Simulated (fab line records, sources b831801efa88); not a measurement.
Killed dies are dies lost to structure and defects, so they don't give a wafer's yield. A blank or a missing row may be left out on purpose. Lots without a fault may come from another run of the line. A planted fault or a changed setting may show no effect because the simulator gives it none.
fab line records | flow sky130
record lots=5 wafers=15 last_day=50
route steps=708 shown LI_CONTACT@366 LOCAL_INTERCONNECT@387
lots that met no fault: from a run of the same line without faults
start_h: hours from the record's first day to the start of the lot's first wafer shown | wait_h: hours since the lot's step before | " the same as in the row above | L1.1+2: a row that stands for several wafers | - no value, or no start given | * or withheld: withheld | < > ~ a bound
route shown NAME@n: a module of which the file shows steps, and the number in the route of the first | usual: mean/standard deviation of fault-free wafers | same: alike in all rows | chamber/n: place in a boat | sites: the reading at each site | _std_site: their standard deviation | _edge_site: outer sites' mean less inner sites' | radius_mm: how far each site lies from the wafer's centre | mask NAME#n: copy n | behind: the tool/chamber that last shaped the wafer | hold: why the lot was held/for how many hours/how that ended | device: the transistor (n, p or np) that didn't switch | end of line: the same wafers' tests at the end of the route | a step without rows: its recipe alone | killed: dies lost to structure and defects at the first sort, not the wafer's yield | map: a wafer's dies, x killed, . not, _ none there
set.NAME: the setting as run; set.NAME@STEP: as run at that earlier step | model.NAME: the simulator's own value behind a step, which no gauge read
lots at some steps of the route; a table a step, a row a wafer
services: from which hour (start_h, from the record's first day; less than 0 if before it) a tool's chamber was out of use, for how many hours, and why
## steps
# step SKY_LI_CONTACT_DEHYDRATE_04
# recipe temp_c=200 time_s=60
# usual resist_line_temp_C=23.02/0.089
# same time_s=60
# columns lot.wafer tool chamber start_h wait_h resist_line_temp_C
L079.2 litho_track-02 0 706.30 13.8 22.97
L079.5 " 0 " " 22.95
L079.6 " 0 " " 23.14
L082.3 litho_track-03 0 729.50 13.1 22.94
L082.5 " 0 " " 23.10
L082.6 " 0 " " 23.09
L088.4 litho_track-02 0 778.45 12.5 23.09
L088.5 " 0 " " 22.95
L088.6 " 0 " " 22.95
L093.3 litho_track-04 0 812.42 12.1 23.12
L093.5 " 0 " " 23.04
L093.6 " 0 " " 23.09
L096.1 litho_track-02 0 831.62 12.5 23.02
L096.3 " 0 " " 22.97
L096.5 " 0 " " 23.01
# step SKY_LI_CONTACT_HMDS_05
# recipe prime_time_s=60 prime_temp_c=120
# usual prime_temp_c=120.02/0.13 resist_line_temp_C=23.01/0.094
# columns lot.wafer tool chamber start_h wait_h prime_temp_c resist_line_temp_C
L079.2 litho_track-02 0 706.45 0.1 120.07 23.14
L079.5 " 0 " " 119.98 23.07
L079.6 " 0 " " 119.91 23.06
L082.3 litho_track-03 0 729.65 0.1 120.09 22.97
L082.5 " 0 " " 119.93 23.06
L082.6 " 0 " " 120.04 22.86
L088.4 litho_track-02 0 778.60 0.1 120.09 22.93
L088.5 " 0 " " 120.08 23.20
L088.6 " 0 " " 119.75 22.91
L093.3 litho_track-04 0 812.57 0.1 119.97 22.91
L093.5 " 0 " " 120.09 23.21
L093.6 " 0 " " 119.92 23.00
L096.1 litho_track-02 0 831.77 0.1 120.32 23.09
L096.3 " 0 " " 120.14 23.00
L096.5 " 0 " " 120.23 23.00
# step SKY_LI_CONTACT_COAT_06
# recipe resist=BARC temp_c=withheld time_s=withheld spin_rpm=3000 resist_thk_nm=60
# usual resist_line_temp_C=*
# columns lot.wafer tool chamber start_h wait_h resist_line_temp_C
L079.2 litho_track-02 0 706.60 0.1 *
L079.5 " 0 " " *
L079.6 " 0 " " *
L082.3 litho_track-03 0 729.80 0.1 *
L082.5 " 0 " " *
L082.6 " 0 " " *
L088.4 litho_track-02 0 778.75 0.1 *
L088.5 " 0 " " *
L088.6 " 0 " " *
L093.3 litho_track-04 0 812.72 0.1 *
L093.5 " 0 " " *
L093.6 " 0 " " *
L096.1 litho_track-02 0 831.92 0.1 *
L096.3 " 0 " " *
L096.5 " 0 " " *
# step SKY_LI_CONTACT_COAT_07
# recipe resist=KrF-thick spin_rpm=3000 resist_thk_nm=450
# usual resist_line_temp_C=23.01/0.097
# columns lot.wafer tool chamber start_h wait_h resist_line_temp_C
L079.2 litho_track-02 0 - - 23.08
L079.5 " 0 " " 23.02
L079.6 " 0 " " 22.84
L082.3 litho_track-03 0 - - 23.01
L082.5 " 0 " " 22.97
L082.6 " 0 " " 23.05
L088.4 litho_track-02 0 - - 23.12
L088.5 " 0 " " 23.10
L088.6 " 0 " " 23.09
L093.3 litho_track-04 0 - - 22.99
L093.5 " 0 " " 23.06
L093.6 " 0 " " 22.99
L096.1 litho_track-02 0 - - 22.90
L096.3 " 0 " " 22.98
L096.5 " 0 " " 23.25
# step SKY_LI_CONTACT_SOFTBAKE_08
# recipe temp_c=100 time_s=90 resist=KrF-thick
# usual resist_line_temp_C=23.00/0.11
# same time_s=90
# columns lot.wafer tool chamber start_h wait_h resist_line_temp_C
L079.2 litho_track-02 0 - - 22.97
L079.5 " 0 " " 23.17
L079.6 " 0 " " 23.11
L082.3 litho_track-03 0 - - 23.07
L082.5 " 0 " " 23.11
L082.6 " 0 " " 23.19
L088.4 litho_track-02 0 - - 22.96
L088.5 " 0 " " 22.90
L088.6 " 0 " " 22.99
L093.3 litho_track-04 0 - - 23.00
L093.5 " 0 " " 23.04
L093.6 " 0 " " 22.96
L096.1 litho_track-02 0 - - 23.13
L096.3 " 0 " " 23.28
L096.5 " 0 " " 23.17
# step SKY_LI_CONTACT_EXPOSE_09
# recipe mask_id=LICM1 na=0.8 source_shape=annular sigma_inner=0.55 sigma_outer=0.85 target_cd_nm=170 dose_mj=38
# usual focus_offset_nm=0.0/0.55
# same sigma_outer=0.85
# columns lot.wafer tool chamber start_h wait_h mask focus_offset_nm
L079.2 krf_scanner-02 0 - - LICM1#0 -0.2
L079.5 " 0 " " LICM1#0 -0.2
L079.6 " 0 " " LICM1#0 0.1
L082.3 krf_scanner-01 0 - - LICM1#0 -0.2
L082.5 " 0 " " LICM1#0 -0.2
L082.6 " 0 " " LICM1#0 -0.2
L088.4 krf_scanner-01 0 - - LICM1#0 -0.7
L088.5 " 0 " " LICM1#0 -0.2
L088.6 " 0 " " LICM1#0 0.3
L093.3 krf_scanner-02 0 - - LICM1#0 -0.1
L093.5 " 0 " " LICM1#0 -0.5
L093.6 " 0 " " LICM1#0 -0.8
L096.1 krf_scanner-02 0 - - LICM1#0 0.2
L096.3 " 0 " " LICM1#0 0.5
L096.5 " 0 " " LICM1#0 -0.1
# step SKY_LI_CONTACT_PEB_10
# recipe peb_temp_c=withheld peb_time_s=withheld resist=KrF-thick
# usual resist_line_temp_C=*
# columns lot.wafer tool chamber start_h wait_h resist_line_temp_C
L079.2 litho_track-02 0 - - *
L079.5 " 0 " " *
L079.6 " 0 " " *
L082.3 litho_track-04 0 - - *
L082.5 " 0 " " *
L082.6 " 0 " " *
L088.4 litho_track-03 0 - - *
L088.5 " 0 " " *
L088.6 " 0 " " *
L093.3 litho_track-03 0 - - *
L093.5 " 0 " " *
L093.6 " 0 " " *
L096.1 litho_track-02 0 - - *
L096.3 " 0 " " *
L096.5 " 0 " " *
# step SKY_LI_CONTACT_DEVELOP_11
# recipe develop_time_s=60 resist=KrF-thick dev_temp_c=21
# usual resist_line_temp_C=23.02/0.1
# columns lot.wafer tool chamber start_h wait_h resist_line_temp_C
L079.2 litho_track-02 0 - - 23.04
L079.5 " 0 " " 23.09
L079.6 " 0 " " 22.94
L082.3 litho_track-04 0 - - 23.04
L082.5 " 0 " " 22.91
L082.6 " 0 " " 22.93
L088.4 litho_track-03 0 - - 22.87
L088.5 " 0 " " 22.87
L088.6 " 0 " " 23.07
L093.3 litho_track-03 0 - - 22.91
L093.5 " 0 " " 22.82
L093.6 " 0 " " 22.97
L096.1 litho_track-02 0 - - 23.00
L096.3 " 0 " " 23.09
L096.5 " 0 " " 22.97
# step SKY_LI_CONTACT_CD_MEAS_12
# recipe target_cd_nm=170
# usual cd_nm=170.4/1.3
# columns lot.wafer tool chamber start_h wait_h cd_nm
L079.2 cd_sem-01 - 721.34 - 170.2
L079.5 " - " " 170.6
L079.6 " - " " 168.7
L082.3 cd_sem-01 - 744.06 - 171.6
L082.5 " - " " 170.2
L082.6 " - " " 170.5
L088.4 cd_sem-01 - 791.86 - 168.7
L088.5 " - " " 170.1
L088.6 " - " " 169.7
L093.3 cd_sem-02 - 826.29 - 170.4
L093.5 " - " " 171.2
L093.6 " - " " 173.0
L096.1 cd_sem-01 - 845.02 - 170.7
L096.3 " - " " 170.8
L096.5 " - " " 170.8
# step SKY_LI_CONTACT_OVL_MEAS_13
# usual LI_CONTACT_OVL=2/4.9
# columns lot.wafer tool chamber start_h wait_h LI_CONTACT_OVL[nm]
L079.2 overlay-02 - 721.45 0.1 6
L079.5 " - " " 8
L079.6 " - " " 6
L082.3 overlay-02 - 744.15 0.1 7
L082.5 " - " " 6
L082.6 " - " " 0
L088.4 overlay-02 - 791.94 0.1 -3
L088.5 " - " " 8
L088.6 " - " " -4
L093.3 overlay-01 - 826.39 0.1 5
L093.5 " - " " -8
L093.6 " - " " -2
L096.1 overlay-01 - 845.14 0.1 5
L096.3 " - " " 2
L096.5 " - " " -4
# step SKY_LI_CONTACT_ETCH_14
# recipe chemistry=N2/H2 target=BARC ion_energy_ev=200 source_w=500 bias_w=101.1 pressure_mtorr=30 n2_flow_sccm=100 h2_flow_sccm=200 stop_on=SiO2 time_s=45.9 target_depth_a=600
# usual drypump_motor_current_A=5.8/0.4 oes_product_au=0.854/0.0053 throttle_valve_pct=13.224/0.0086
# same time_s=45.9
# columns lot.wafer tool chamber start_h wait_h drypump_motor_current_A oes_product_au rf_hours_counter_h throttle_valve_pct
L079.2 rie_diel-01 3 721.48 0.0 5.6 0.859 1 13.215
L079.5 " 3 " " 5.6 0.848 - 13.213
L079.6 " 0 " " 5.4 0.850 - 13.220
L082.3 rie_diel-03 0 744.17 0.0 5.7 0.848 2 13.230
L082.5 " 0 " " 5.7 0.847 - 13.227
L082.6 " 3 " " 5.5 0.843 - 13.230
L088.4 rie_diel-04 2 791.96 0.0 6.3 0.850 9 13.224
L088.5 " 3 " " 5.5 0.855 - 13.240
L088.6 " 2 " " 6.3 0.863 - 13.231
L093.3 rie_diel-01 0 826.41 0.0 5.4 0.844 4 13.230
L093.5 " 1 " " 6.6 0.857 - 13.237
L093.6 " 0 " " 5.4 0.856 - 13.232
L096.1 rie_diel-03 2 845.18 0.0 5.6 0.855 14 13.220
L096.3 " 1 " " 5.7 0.850 1 13.236
L096.5 " 0 " " 5.7 0.853 - 13.234
# step SKY_LI_CONTACT_ETCH_15
# recipe target=PSG chemistry=C4F8/O2/Ar stop_on=Si taper_deg=4.15 mask_material=KrF-thick source_w=1500 bias_w=1200 pressure_mtorr=40 c4f8_flow_sccm=withheld O2_flow_sccm=6 Ar_flow_sccm=300 time_s=withheld target_depth_a=6000
# usual oes_product_au=0.837/0.0047
# columns lot.wafer tool chamber start_h wait_h oes_product_au
L079.2 rie_diel-01 3 721.52 0.0 0.833
L079.5 " 3 " " 0.831
L079.6 " 0 " " 0.831
L082.3 rie_diel-03 0 744.22 0.0 0.838
L082.5 " 0 " " 0.845
L082.6 " 3 " " 0.836
L088.4 rie_diel-04 2 792.00 0.0 0.831
L088.5 " 3 " " 0.831
L088.6 " 2 " " 0.836
L093.3 rie_diel-01 0 826.45 0.0 0.835
L093.5 " 1 " " 0.836
L093.6 " 0 " " 0.837
L096.1 rie_diel-03 2 845.22 0.0 0.834
L096.3 " 1 " " 0.833
L096.5 " 0 " " 0.828
# step SKY_LI_CONTACT_STRIP_16
# recipe chemistry=O2/N2 power_w=1400 pressure_mtorr=1500 platen_temp_c=withheld o2_flow_sccm=3000 n2_flow_sccm=300 overash_fraction=0.5
# usual drypump_motor_current_A=5.6/0.36 oes_product_au=0.376/0.0045 strip_time_to_endpoint_s=3.50/0.036
# columns lot.wafer tool chamber start_h wait_h drypump_motor_current_A oes_product_au rf_hours_counter_h strip_time_to_endpoint_s
L079.2 plasma_asher-04 1 721.60 - 5.0 0.379 95 3.50
L079.5 " 0 " " 6.0 0.378 - 3.50
L079.6 " 1 " " 5.0 0.377 - 3.55
L082.3 plasma_asher-01 1 744.34 - 5.7 0.375 - 3.52
L082.5 " 0 " " 5.7 0.374 - 3.51
L082.6 " 1 " " 5.6 0.376 - 3.47
L088.4 plasma_asher-01 1 792.12 - 5.7 0.377 - 3.51
L088.5 " 1 " " 5.6 0.379 - 3.56
L088.6 " 0 " " 5.7 0.378 - 3.48
L093.3 plasma_asher-03 0 826.57 - 5.0 0.374 - 3.53
L093.5 " 0 " " 5.1 0.383 - 3.47
L093.6 " 1 " " 5.9 0.383 - 3.53
L096.1 plasma_asher-03 1 845.31 - 5.9 0.376 107 3.53
L096.3 " 1 " " 5.9 0.379 - 3.50
L096.5 " 0 " " 5.0 0.377 - 3.51
# step SKY_LI_CONTACT_CLEAN_17
# recipe chemistry=NMP time_s=600 temp_c=60 dry=n2_spin
# same time_s=600
# columns lot.wafer tool chamber start_h wait_h
L079.2+5+6 wet_bench-01 3 721.70 0.1
L082.3+5+6 wet_bench-03 3 744.40 0.0
L088.4+5+6 wet_bench-03 3 792.19 0.0
L093.3+5+6 wet_bench-04 3 826.64 0.0
L096.1+3+5 wet_bench-03 1 845.41 0.1
# step SKY_LI_CONTACT_PRE_CLEAN_18
# recipe gas=Ar time_s=5.6 bias_v=358
# same time_s=5.6
# columns lot.wafer tool chamber start_h wait_h
L079.2+5+6 pvd_sputter-01 - 721.90 0.0
L082.3+5+6 pvd_sputter-01 - 744.58 0.0
L088.4+5+6 pvd_sputter-03 - 792.38 0.0
L093.3+5+6 pvd_sputter-01 - 826.81 0.0
L096.1+3+5 pvd_sputter-04 - 845.58 0.0
# step SKY_LI_CONTACT_SPUTTER_19
# recipe material=Ti target_thk_nm=20 chamber_pressure_pa=5 power_w=2500 substrate_temp_c=200 time_s=106.37
# usual throttle_valve_pct=30.1/0.79
# same time_s=106.37
# columns lot.wafer tool chamber start_h wait_h throttle_valve_pct
L079.2 pvd_sputter-01 - 721.92 0.0 30.8
L079.5 " - " " 30.7
L079.6 " - " " 30.3
L082.3 pvd_sputter-01 - 744.60 0.0 31.3
L082.5 " - " " 31.0
L082.6 " - " " 30.1
L088.4 pvd_sputter-03 - 792.40 0.0 29.5
L088.5 " - " " 29.4
L088.6 " - " " 30.4
L093.3 pvd_sputter-01 - 826.83 0.0 31.5
L093.5 " - " " 31.3
L093.6 " - " " 30.5
L096.1 pvd_sputter-04 - 845.60 0.0 30.3
L096.3 " - " " 29.1
L096.5 " - " " 29.6
# step SKY_LI_CONTACT_SPUTTER_20
# recipe material=TiN target_thk_nm=20 chamber_pressure_pa=4.86 power_w=4000 time_s=80
# usual throttle_valve_pct=30.1/0.76
# same time_s=80
# columns lot.wafer tool chamber start_h wait_h throttle_valve_pct
L079.2 pvd_sputter-01 - 721.99 0.0 30.5
L079.5 " - " " 30.7
L079.6 " - " " 30.3
L082.3 pvd_sputter-01 - 744.67 0.0 31.5
L082.5 " - " " 30.6
L082.6 " - " " 30.0
L088.4 pvd_sputter-03 - 792.47 0.0 29.7
L088.5 " - " " 29.8
L088.6 " - " " 30.4
L093.3 pvd_sputter-01 - 826.91 0.0 31.3
L093.5 " - " " 31.6
L093.6 " - " " 30.3
L096.1 pvd_sputter-04 - 845.68 0.0 30.0
L096.3 " - " " 29.1
L096.5 " - " " 29.9
# step SKY_LI_CONTACT_CVD_21
# recipe material=W target_thk_nm=400 time_s=120.56 temp_c=400 pressure_torr=40
# usual chamber_pressure_Torr=40.01/0.089 heater_power_outer_w=475/44 heater_power_w=788/69 susceptor_temp_C=399.97/0.22
# same time_s=120.56
# columns lot.wafer tool chamber start_h wait_h chamber_pressure_Torr heater_power_outer_w heater_power_w susceptor_temp_C
L079.2 cvd_w-01 0 722.05 0.0 39.84 566 906 399.92
L079.5 " 1 " " 39.97 421 736 400.24
L079.6 " 0 " " 39.85 546 882 399.79
L082.3 cvd_w-01 0 744.78 0.1 39.88 553 907 399.65
L082.5 " 1 " " 40.08 431 756 399.85
L082.6 " 0 " " 40.04 546 901 399.71
L088.4 cvd_w-02 1 792.58 0.1 39.95 484 795 399.97
L088.5 " 0 " " 40.00 440 728 399.76
L088.6 " 1 " " 39.92 493 779 399.99
L093.3 cvd_w-02 1 827.01 0.1 40.18 496 790 400.02
L093.5 " 0 " " 40.02 447 737 400.04
L093.6 " 1 " " 39.96 483 786 400.30
L096.1 cvd_w-02 0 845.74 0.0 39.97 433 730 399.97
L096.3 " 0 " " 39.94 442 741 400.09
L096.5 " 0 " " 39.97 449 729 400.26
# step SKY_LI_CONTACT_RS_MEAS_22
# recipe thk_meas_gauge=four-point-probe reads=W_of_LI_CONTACT_CVD_21+TiN_of_LI_CONTACT_SPUTTER_20+Ti_of_LI_CONTACT_SPUTTER_19
# usual LI_CONTACT_W_RS=0.286/0.0052
# columns lot.wafer tool chamber start_h wait_h LI_CONTACT_W_RS[ohm/sq]
L079.2 film_metro-02 - 722.20 0.1 0.283
L079.5 " - " " 0.289
L079.6 " - " " 0.285
L082.3 film_metro-04 - 744.90 0.1 0.284
L082.5 " - " " 0.288
L082.6 " - " " 0.285
L088.4 film_metro-02 - 792.72 0.1 0.280
L088.5 " - " " 0.293
L088.6 " - " " 0.280
L093.3 film_metro-02 - 827.13 0.1 0.281
L093.5 " - " " 0.293
L093.6 " - " " 0.282
L096.1 film_metro-04 - 845.86 0.1 0.291
L096.3 " - " " 0.291
L096.5 " - " " 0.289
# step SKY_LI_CONTACT_THK_MEAS_23
# recipe thk_meas_gauge=xrf reads=W_of_LI_CONTACT_CVD_21
# usual LI_CONTACT_W_THK=402/9.3
# columns lot.wafer tool chamber start_h wait_h LI_CONTACT_W_THK[nm]
L079.2 film_metro-02 - 722.31 0.1 404
L079.5 " - " " 392
L079.6 " - " " 398
L082.3 film_metro-04 - 745.00 0.1 410
L082.5 " - " " 406
L082.6 " - " " 409
L088.4 film_metro-02 - 792.81 0.1 405
L088.5 " - " " 386
L088.6 " - " " 407
L093.3 film_metro-02 - 827.23 0.1 400
L093.5 " - " " 385
L093.6 " - " " 399
L096.1 film_metro-04 - 845.98 0.1 403
L096.3 " - " " 405
L096.5 " - " " 407
# step SKY_LI_CONTACT_CMP_24
# recipe stop_on=PSG t_overpolish_s=20 down_force_psi=3.5 platen_rpm=60 target_thk_nm=0 pad_velocity_m_s=0.94248
# usual motor_current_A=11.0/0.77 overpolish_run_s=20.001/0.01 time_to_endpoint_s=96/3.9
# columns lot.wafer tool chamber start_h wait_h motor_current_A overpolish_run_s time_to_endpoint_s
L079.2 cmp-02 2 722.41 0.1 10.9 20.007 95
L079.6 " 1 " " 11.7 19.997 98
L079.5 " 2 " " 10.6 19.979 95
L082.3 cmp-02 3 745.09 0.1 10.6 20.002 93
L082.6 " 2 " " 10.2 20.026 91
L082.5 " 3 " " 11.1 19.998 91
L088.4 cmp-02 0 792.94 0.1 12.0 19.996 108
L088.5 " 2 " " 9.8 20.005 99
L088.6 " 3 " " 10.9 20.008 102
L093.3 cmp-01 0 827.42 0.2 10.8 19.998 90
L093.5 " 1 " " 11.6 19.999 86
L093.6 " 2 " " 9.7 20.007 98
L096.3 cmp-01 2 846.09 0.1 9.9 19.999 94
L096.1 " 0 " " 10.4 20.000 91
L096.5 " 2 " " 10.0 20.002 94
# step SKY_LOCAL_INTERCONNECT_SPUTTER_00
# recipe material=TiN target_thk_nm=100 temp_c=300 power_w=6500 time_s=83.3 chamber_pressure_pa=0.4
# usual susceptor_temp_C=299.99/0.19 throttle_valve_pct=29.9/1
# same time_s=83.3
# columns lot.wafer tool chamber start_h wait_h susceptor_temp_C throttle_valve_pct
L079.2 pvd_sputter-02 - 722.66 0.2 300.03 29.8
L079.5 " - " " 300.04 29.3
L079.6 " - " " 299.94 27.6
L082.3 pvd_sputter-02 - 745.34 0.2 300.06 29.7
L082.5 " - " " 299.91 27.7
L082.6 " - " " 300.08 29.8
L088.4 pvd_sputter-02 - 793.14 0.1 300.00 29.8
L088.5 " - " " 300.12 29.7
L088.6 " - " " 299.84 29.6
L093.3 pvd_sputter-01 - 827.57 0.1 300.00 30.8
L093.5 " - " " 300.07 29.9
L093.6 " - " " 300.14 30.6
L096.1 pvd_sputter-03 - 846.34 0.1 300.57 30.3
L096.3 " - " " 299.96 29.8
L096.5 " - " " 300.01 29.5
# step SKY_LOCAL_INTERCONNECT_RS_MEAS_01
# recipe thk_meas_gauge=four-point-probe reads=TiN_of_LOCAL_INTERCONNECT_SPUTTER_00
# usual LOCAL_INTERCONNECT_TIN_RS=14.12/0.16
# columns lot.wafer tool chamber start_h wait_h LOCAL_INTERCONNECT_TIN_RS[ohm/sq]
L079.2 film_metro-02 - 722.74 0.1 14.40
L079.5 " - " " 14.03
L079.6 " - " " 14.23
L082.3 film_metro-02 - 745.44 0.1 14.13
L082.5 " - " " 14.34
L082.6 " - " " 14.17
L088.4 film_metro-04 - 793.26 0.1 13.97
L088.5 " - " " 13.96
L088.6 " - " " 13.90
L093.3 film_metro-04 - 827.68 0.1 14.21
L093.5 " - " " 14.50
L093.6 " - " " 14.22
L096.1 film_metro-04 - 846.41 0.0 14.37
L096.3 " - " " 14.38
L096.5 " - " " 14.27
# step SKY_LOCAL_INTERCONNECT_THK_MEAS_02
# recipe thk_meas_gauge=xrf reads=TiN_of_LOCAL_INTERCONNECT_SPUTTER_00
# usual LOCAL_INTERCONNECT_TIN_THK=98.9/1.2
# columns lot.wafer tool chamber start_h wait_h LOCAL_INTERCONNECT_TIN_THK[nm]
L079.2 film_metro-02 - 722.85 0.1 97.8
L079.5 " - " " 99.9
L079.6 " - " " 98.6
L082.3 film_metro-02 - 745.54 0.1 100.1
L082.5 " - " " 99.0
L082.6 " - " " 99.8
L088.4 film_metro-04 - 793.35 0.1 100.5
L088.5 " - " " 100.3
L088.6 " - " " 100.3
L093.3 film_metro-04 - 827.78 0.1 98.6
L093.5 " - " " 96.5
L093.6 " - " " 98.5
L096.1 film_metro-04 - 846.53 0.1 96.5
L096.3 " - " " 96.8
L096.5 " - " " 97.6
# step SKY_LOCAL_INTERCONNECT_DEHYDRATE_03
# recipe temp_c=200 time_s=60
# usual resist_line_temp_C=23.03/0.11
# same time_s=60
# columns lot.wafer tool chamber start_h wait_h resist_line_temp_C
L079.2 litho_track-01 0 736.06 13.2 22.92
L079.5 " 0 " " 22.92
L079.6 " 0 " " 23.13
L082.3 litho_track-02 0 758.22 12.7 23.12
L082.5 " 0 " " 23.06
L082.6 " 0 " " 22.93
L088.4 litho_track-02 0 806.35 13.0 22.98
L088.5 " 0 " " 23.04
L088.6 " 0 " " 23.04
L093.3 litho_track-04 0 839.87 12.1 23.01
L093.5 " 0 " " 22.96
L093.6 " 0 " " 23.18
L096.1 litho_track-02 0 858.67 12.1 22.91
L096.3 " 0 " " 23.06
L096.5 " 0 " " 23.07
# step SKY_LOCAL_INTERCONNECT_HMDS_04
# recipe prime_time_s=60 prime_temp_c=120
# usual prime_temp_c=120.00/0.13 resist_line_temp_C=22.98/0.098
# columns lot.wafer tool chamber start_h wait_h prime_temp_c resist_line_temp_C
L079.2 litho_track-01 0 736.21 0.1 120.22 23.04
L079.5 " 0 " " 119.81 23.00
L079.6 " 0 " " 119.93 23.17
L082.3 litho_track-02 0 758.37 0.1 119.82 22.82
L082.5 " 0 " " 119.82 23.04
L082.6 " 0 " " 119.83 22.76
L088.4 litho_track-02 0 806.50 0.1 120.25 22.83
L088.5 " 0 " " 120.00 22.93
L088.6 " 0 " " 120.04 22.98
L093.3 litho_track-04 0 840.02 0.1 119.92 22.91
L093.5 " 0 " " 120.23 23.01
L093.6 " 0 " " 119.87 22.83
L096.1 litho_track-02 0 858.82 0.1 119.80 23.04
L096.3 " 0 " " 119.67 22.90
L096.5 " 0 " " 119.83 23.03
# step SKY_LOCAL_INTERCONNECT_COAT_05
# recipe resist=BARC temp_c=withheld time_s=withheld spin_rpm=3000 resist_thk_nm=60
# usual resist_line_temp_C=*
# columns lot.wafer tool chamber start_h wait_h resist_line_temp_C
L079.2 litho_track-01 0 736.36 0.1 *
L079.5 " 0 " " *
L079.6 " 0 " " *
L082.3 litho_track-02 0 758.52 0.1 *
L082.5 " 0 " " *
L082.6 " 0 " " *
L088.4 litho_track-02 0 806.65 0.1 *
L088.5 " 0 " " *
L088.6 " 0 " " *
L093.3 litho_track-04 0 840.17 0.1 *
L093.5 " 0 " " *
L093.6 " 0 " " *
L096.1 litho_track-02 0 858.97 0.1 *
L096.3 " 0 " " *
L096.5 " 0 " " *
# step SKY_LOCAL_INTERCONNECT_COAT_06
# recipe resist=KrF-thick spin_rpm=3000 resist_thk_nm=450
# usual resist_line_temp_C=23.00/0.096
# columns lot.wafer tool chamber start_h wait_h resist_line_temp_C
L079.2 litho_track-01 0 - - 23.01
L079.5 " 0 " " 22.91
L079.6 " 0 " " 22.98
L082.3 litho_track-02 0 - - 22.85
L082.5 " 0 " " 23.14
L082.6 " 0 " " 22.97
L088.4 litho_track-02 0 - - 23.12
L088.5 " 0 " " 23.04
L088.6 " 0 " " 23.10
L093.3 litho_track-04 0 - - 23.05
L093.5 " 0 " " 23.08
L093.6 " 0 " " 22.96
L096.1 litho_track-02 0 - - 23.03
L096.3 " 0 " " 23.12
L096.5 " 0 " " 22.98
# step SKY_LOCAL_INTERCONNECT_SOFTBAKE_07
# recipe temp_c=100 time_s=90 resist=KrF-thick
# usual resist_line_temp_C=23.00/0.094
# same time_s=90
# columns lot.wafer tool chamber start_h wait_h resist_line_temp_C
L079.2 litho_track-01 0 - - 23.11
L079.5 " 0 " " 23.12
L079.6 " 0 " " 23.08
L082.3 litho_track-02 0 - - 22.93
L082.5 " 0 " " 22.98
L082.6 " 0 " " 22.92
L088.4 litho_track-02 0 - - 23.05
L088.5 " 0 " " 23.05
L088.6 " 0 " " 23.03
L093.3 litho_track-04 0 - - 23.00
L093.5 " 0 " " 23.01
L093.6 " 0 " " 22.99
L096.1 litho_track-02 0 - - 22.98
L096.3 " 0 " " 23.05
L096.5 " 0 " " 23.17
# step SKY_LOCAL_INTERCONNECT_EXPOSE_08
# recipe mask_id=LI1M na=0.8 source_shape=annular sigma_inner=0.55 sigma_outer=0.85 target_cd_nm=170 dose_mj=28
# usual focus_offset_nm=-0.1/0.52
# same sigma_outer=0.85
# columns lot.wafer tool chamber start_h wait_h mask focus_offset_nm
L079.2 krf_scanner-01 0 - - LI1M#0 -1.1
L079.5 " 0 " " LI1M#0 -0.8
L079.6 " 0 " " LI1M#0 -0.2
L082.3 krf_scanner-01 0 - - LI1M#0 -0.1
L082.5 " 0 " " LI1M#0 0.5
L082.6 " 0 " " LI1M#0 -0.7
L088.4 krf_scanner-01 0 - - LI1M#0 0.1
L088.5 " 0 " " LI1M#0 1.0
L088.6 " 0 " " LI1M#0 0.4
L093.3 krf_scanner-01 0 - - LI1M#0 -0.1
L093.5 " 0 " " LI1M#0 1.2
L093.6 " 0 " " LI1M#0 -0.1
L096.1 krf_scanner-02 0 - - LI1M#0 0.3
L096.3 " 0 " " LI1M#0 0.3
L096.5 " 0 " " LI1M#0 -0.1
# step SKY_LOCAL_INTERCONNECT_PEB_09
# recipe peb_temp_c=withheld peb_time_s=withheld resist=KrF-thick
# usual resist_line_temp_C=*
# columns lot.wafer tool chamber start_h wait_h resist_line_temp_C
L079.2 litho_track-04 0 - - *
L079.5 " 0 " " *
L079.6 " 0 " " *
L082.3 litho_track-01 0 - - *
L082.5 " 0 " " *
L082.6 " 0 " " *
L088.4 litho_track-02 0 - - *
L088.5 " 0 " " *
L088.6 " 0 " " *
L093.3 litho_track-01 0 - - *
L093.5 " 0 " " *
L093.6 " 0 " " *
L096.1 litho_track-01 0 - - *
L096.3 " 0 " " *
L096.5 " 0 " " *
# step SKY_LOCAL_INTERCONNECT_DEVELOP_10
# recipe develop_time_s=60 resist=KrF-thick dev_temp_c=21
# usual resist_line_temp_C=23.01/0.11
# columns lot.wafer tool chamber start_h wait_h resist_line_temp_C
L079.2 litho_track-04 0 - - 22.99
L079.5 " 0 " " 22.96
L079.6 " 0 " " 23.08
L082.3 litho_track-01 0 - - 22.88
L082.5 " 0 " " 22.92
L082.6 " 0 " " 23.01
L088.4 litho_track-02 0 - - 22.88
L088.5 " 0 " " 22.99
L088.6 " 0 " " 22.99
L093.3 litho_track-01 0 - - 23.06
L093.5 " 0 " " 23.08
L093.6 " 0 " " 23.06
L096.1 litho_track-01 0 - - 22.95
L096.3 " 0 " " 22.94
L096.5 " 0 " " 22.91
# step SKY_LOCAL_INTERCONNECT_CD_MEAS_11
# recipe target_cd_nm=170
# usual cd_nm=169.3/1.5
# columns lot.wafer tool chamber start_h wait_h cd_nm
L079.2 cd_sem-01 - 750.19 - 172.4
L079.5 " - " " 171.0
L079.6 " - " " 170.6
L082.3 cd_sem-01 - 772.93 - 168.0
L082.5 " - " " 167.1
L082.6 " - " " 167.7
L088.4 cd_sem-02 - 820.13 - 170.0
L088.5 " - " " 169.6
L088.6 " - " " 169.8
L093.3 cd_sem-02 - 853.73 - 168.2
L093.5 " - " " 167.8
L093.6 " - " " 168.9
L096.1 cd_sem-01 - 872.54 - 167.6
L096.3 " - " " 168.1
L096.5 " - " " 169.8
## services
# columns tool chamber start_h hours kind
cvd_w-02 0 684.31 6.8 repair
cvd_w-02 - 685.04 3.4 repair
pvd_sputter-03 - 698.06 3.5 repair
cvd_w-02 0 701.92 5.7 repair
pvd_sputter-02 - 721.29 0.9 repair
rie_diel-03 - 723.28 0.9 repair
pvd_sputter-02 - 739.33 5.9 repair
cvd_w-02 - 746.32 6.9 pm
rie_diel-03 1 749.67 1.2 repair
cmp-02 - 754.07 1.5 repair
krf_scanner-01 - 755.38 1.0 pm
pvd_sputter-04 - 756.06 1.0 repair
krf_scanner-01 - 757.56 1.3 pm
krf_scanner-02 - 771.14 0.8 pm
krf_scanner-02 - 777.80 4.4 pm
krf_scanner-02 - 788.27 1.0 pm
rie_diel-03 1 797.27 2.6 repair
rie_diel-01 - 798.16 2.8 pm
rie_diel-03 - 805.66 0.3 repair
krf_scanner-02 - 809.53 1.3 pm
krf_scanner-01 - 810.83 0.8 pm
krf_scanner-01 - 824.80 0.3 repair
krf_scanner-01 - 835.28 0.6 repair
krf_scanner-01 - 869.26 7.4 repair
## key
fault none
